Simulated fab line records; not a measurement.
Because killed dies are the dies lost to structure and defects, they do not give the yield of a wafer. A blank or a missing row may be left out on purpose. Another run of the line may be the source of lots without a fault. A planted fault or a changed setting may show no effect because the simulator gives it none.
Matching of chambers :: flow sky130 :: 4 sister chambers for SKY_VIA3_ETCH_15 on rie diel-03
The step etches SiO2 in C4F8/O2/Ar, stops on TiN, target depth 507 nm, time 78 s. 4 wafers are shown with their chamber, then 7 later ones without.

== WAFERS, EACH WITH ITS CHAMBER ==
wafer: L085.4
chamber: 0
oes product au (a.u.): 0.946

wafer: L085.6
chamber: 2
oes product au (a.u.): 0.951

wafer: L087.1
chamber: 1
oes product au (a.u.): 0.949

wafer: L087.2
chamber: 3
oes product au (a.u.): 0.950

== WAFERS WHOSE CHAMBER IS MISSING ==
wafer: L087.5
oes product au (a.u.): 0.947

wafer: L090.1
oes product au (a.u.): 0.946

wafer: L090.2
oes product au (a.u.): 0.942

wafer: L090.3
oes product au (a.u.): 0.941

wafer: L090.4
oes product au (a.u.): 0.953

wafer: L090.5
oes product au (a.u.): 0.944

wafer: L090.6
oes product au (a.u.): 0.943

== CHAMBER TAKEN BY EACH ==
wafer: L087.5
from the rows above: can't be placed: 0 or 1 or 3 or 2
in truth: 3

wafer: L090.1
from the rows above: can't be placed: 0 or 1 or 3 or 2
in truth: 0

wafer: L090.2
from the rows above: can't be placed: 0 or 1 or 3 or 2
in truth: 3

wafer: L090.3
from the rows above: can't be placed: 0 or 1 or 3 or 2
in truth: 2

wafer: L090.4
from the rows above: can't be placed: 2 or 3 or 1 or 0
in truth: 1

wafer: L090.5
from the rows above: can't be placed: 0 or 1 or 3 or 2
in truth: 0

wafer: L090.6
from the rows above: can't be placed: 0 or 1 or 3 or 2
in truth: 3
Correct placement for 0 of the 7. Unplaceable from these rows: 7, with the true chamber sitting among the candidates in 7. Placed wrongly: 0.
How it was worked out, from the rows above alone: a wafer's distance from a chamber is the root of the sum, over the readings, of the square of ((its reading less the chamber's mean) divided by the reading's scatter). The wafer belongs to the nearest chamber; if the next one is less than 2 further off, it can't be placed. The mean given for a chamber averages the wafers shown for that chamber. The scatter: root of mean squared gap, hidden wafer to nearest shown wafer, with one shown wafer a chamber.
